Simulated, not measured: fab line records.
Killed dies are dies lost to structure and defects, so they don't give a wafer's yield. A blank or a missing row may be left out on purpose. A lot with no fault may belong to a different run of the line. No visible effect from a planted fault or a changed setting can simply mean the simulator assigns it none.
A lot that was struck, set against a sound lot    flow gf180mcu    20 steps out of a route of 602
Sound: the wafers L904.1, L904.2, L904.4. Struck: wafers L912.1, L912.2, L912.4. The cause is given at the end.
Each step with rows lists, per side, the tool, then ch with its chambers, then its first start. Under that, the readings that differ: sound wafers    struck wafers    difference of the means    sigmas: that difference in standard deviations of wafers without a fault.
alike: readings with means less than 2 such deviations apart, plus words and numbers identical on both sides. not compared: withheld readings, readings lacking a value on some wafer, bounds such as >300 that could conceal the same value, and numbers that have no deviation in the record and whose values overlap.
Wherever a step has rows on one side only, a row that says differs or no value, or a row with sigmas, the two part there. When numbers do not overlap yet have no deviation, they are printed without sigmas and do not part them. A reading missing from all wafers of one side parts the sides only when that side holds two or more wafers.

GF_V1_CMP_26: polishes, stops on SiO2, t overpolish 15 s, target thk 0 nm.
  sound on cmp-02 ch 0,2,3, day 21 09:19; struck on cmp-02 ch 0,2,3, day 24 10:05
  alike: motorCurrentA, overpolishRunS, timeToEndpointS
GF_M2_SPUTTER_00: material Ti, target thk 37.5 nm, time 150 s.
  sound: pvdSputter-01 at day 21 09:37; struck: pvdSputter-01 at day 24 10:23
  alike: throttleValvePct
then, 1 step without rows for these wafers: GF_M2_SPUTTER_01 (material TiN, target thk 30 nm, time 25 s).
GF_M2_SPUTTER_02: material AlCu, target thk 450 nm, time 23.9 s.
  sound: pvdSputter-01 at day 21 09:44; struck: pvdSputter-01 at day 24 10:31
  alike: throttleValvePct
GF_M2_SPUTTER_03: material Ti, target thk 10 nm, time 6.7 s.
  sound: pvdSputter-01 at day 21 09:46; struck: pvdSputter-01 at day 24 10:32
  alike: throttleValvePct
then, 1 step without rows for these wafers: GF_M2_SPUTTER_04 (material TiN, target thk 50 nm, time 41.7 s).
GF_M2_RS_MEAS_05: uses a four-point probe to measure.
  sound: filmMetro-01 at day 21 09:50; struck: filmMetro-02 at day 24 10:36
  alike: M2_ALCU_RS
GF_M2_THK_MEAS_06: measures by xrf.
  sound: filmMetro-01 at day 21 09:57; struck: filmMetro-02 at day 24 10:43
  alike: M2_ALCU_THK
then, 4 steps without rows for these wafers: GF_M2_DEHYDRATE_07 (time 60 s); GF_M2_HMDS_08 (prime time 60 s); GF_M2_COAT_09 (resist thk 1000 nm); GF_M2_SOFTBAKE_10 (time 60 s).
GF_M2_EXPOSE_11: exposes mask Metal2, target cd 280 nm.
  sound on krfScanner-01 ch 0, day 21 21:56; struck on krfScanner-01 ch 0, day 24 21:47
reading            sound                 struck                difference  sigmas
exposureDoseMJCm2  27.995 27.994 28.009  25.846 25.854 25.883  -2.138      -89
  alike: mask
then, 2 steps without rows for these wafers: GF_M2_PEB_12 (peb time 90 s); GF_M2_DEVELOP_13 (develop time 60 s).
GF_M2_CD_MEAS_14: target cd 280 nm.
  sound: cdSem-02 at day 22 09:37; struck: cdSem-02 at day 25 08:13
reading    sound              struck             difference  sigmas
cdNm (nm)  280.2 280.1 280.5  290.8 288.4 289.8  +9.4        +6
  not compared: hold
GF_M2_OVL_MEAS_15:
  sound: overlay-02 at day 22 09:44; struck: overlay-02 at day 25 09:41
reading  sound  struck                                                                   difference                    sigmas
hold     - - -  awaitDispo/1.4h/release awaitDispo/1.4h/release awaitDispo/1.4h/release  no value on the sound wafers  
  alike: M2_OVL
GF_M2_METAL_ETCH_16: etches the open film in Cl2/BCl3, stops on SiO2, target depth 627.5 nm, time 104.6 s.
  sound on rieMetal-03 ch 0,1, day 22 09:47; struck on rieMetal-02 ch 0,1, day 25 09:44
reading             sound              struck           difference  sigmas
model.M2.cdNm (nm)  280.3 277.9 277.7  291.4 287.5 291  +11.3       
  alike: drypumpMotorCurrentA, oesProductAu, rfFwdPowerW, throttleValvePct
  not compared: rfHoursCounterH
GF_M2_STRIP_17: strips in O2/N2.
  sound on plasmaAsher-04 ch 0,1, day 22 09:53; struck on plasmaAsher-04 ch 0,1, day 25 09:50
  alike: drypumpMotorCurrentA, heaterPowerW, n2FlowSccm, oesProductAu, stripTimeToEndpointS
  not compared: rfHoursCounterH
GF_PASSIVATION_PROBE_99:
  rows exist in the record for the sound wafers here (prober-01, day 31 12:54), none for the struck ones

== WHERE THEY PART ==
Earliest at GF_M2_EXPOSE_11; latest, in this record, at GF_PASSIVATION_PROBE_99.

WHY: the cause the simulator had injected
Process parameter drift: krfScanner-01, from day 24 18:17 on, at GF_M2_EXPOSE_11. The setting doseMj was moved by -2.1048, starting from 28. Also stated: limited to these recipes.
